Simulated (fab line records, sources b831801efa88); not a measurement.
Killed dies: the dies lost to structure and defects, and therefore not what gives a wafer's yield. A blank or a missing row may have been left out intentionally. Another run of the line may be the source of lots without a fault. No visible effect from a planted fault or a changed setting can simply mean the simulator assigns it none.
Comparing a struck lot with a sound one | flow gf180mcu | 16 steps out of a route of 602
Sound: wafers L985.1, L985.2, L985.6. Struck: wafers L104.2, L104.3, L104.4. The cause is named last.
Order at every step that has rows: each side's tool, ch and its chambers, its first start. Under that, the readings that differ: sound wafers | struck wafers | difference of the means | sigmas: that difference in standard deviations of wafers without a fault.
alike: same words and numbers on both sides, and readings whose means sit less than 2 such deviations apart. not compared: any withheld reading, any reading some wafer has no value for, any bound like >300 that may hide the same value, and any number with overlapping values for which the record gives no deviation.
The two part at a step that has a row with sigmas, a row that says differs or no value, or rows on one side only. Numbers that don't overlap but have no deviation are shown without sigmas and don't part them. A reading that every wafer of one side lacks parts them only if that side has two wafers or more.

first, 1 step without rows for these wafers: GF_LVPWELL_DEVELOP_06 (develop time 60 s).
GF_LVPWELL_OVL_MEAS_07:
  sound on overlay-02 at day 4 02:20; struck on overlay-01 at day 8 13:59
  alike: LVPWELL_OVL
then, 2 steps without rows for these wafers: GF_LVPWELL_IMPLANT_08; GF_LVPWELL_IMPLANT_09.
GF_LVPWELL_STRIP_10: strips in O2/N2.
  sound on plasma_asher-03 ch 0,1, day 4 02:40; struck on plasma_asher-03 ch 0,1, day 8 14:19
  alike: drypump_motor_current_A, heater_power_w, oes_product_au, strip_time_to_endpoint_s
  not compared: rf_hours_counter_h
GF_LVPWELL_TW_MEAS_11:
  sound on film_metro-03 at day 4 02:46; struck on film_metro-04 at day 8 14:26
  alike: LVPWELL_TW
then, 6 steps without rows for these wafers: GF_MVSD_DEHYDRATE_00 (time 60 s); GF_MVSD_HMDS_01 (prime time 60 s); GF_MVSD_COAT_02 (resist thk 3000 nm); GF_MVSD_SOFTBAKE_03; GF_MVSD_EXPOSE_04 (exposes mask MVSD, target cd 1000 nm); GF_MVSD_PEB_05.
GF_MVSD_DEVELOP_06: develop time 60 s.
  sound on litho_track-03 ch 0, day 4 16:00; struck on litho_track-01 ch 0, day 9 06:00
GF_MVSD_OVL_MEAS_07:
  sound on overlay-02 at day 4 16:35; struck on overlay-02 at day 9 06:32
  reading       | sound        | struck | difference                    | sigmas
  MVSD_OVL (nm) | -0.8 0.1 0.4 | - - -  | no value on the struck wafers |
after that, 1 step had no rows for these wafers: GF_MVSD_IMPLANT_08.
-- the record jumps here: 25 days lie between the struck wafers' starts before and after (it left off in module MVSD and takes up again in module PASSIVATION, whose first step shown is number 602 of the route) --
GF_PASSIVATION_PROBE_99:
  record: rows for the struck wafers here (prober-01, day 34 06:04), none for the sound ones

WHERE THEY PART
First at GF_MVSD_OVL_MEAS_07; last, within this record, at GF_PASSIVATION_PROBE_99.

WHY: whatever the simulator had introduced
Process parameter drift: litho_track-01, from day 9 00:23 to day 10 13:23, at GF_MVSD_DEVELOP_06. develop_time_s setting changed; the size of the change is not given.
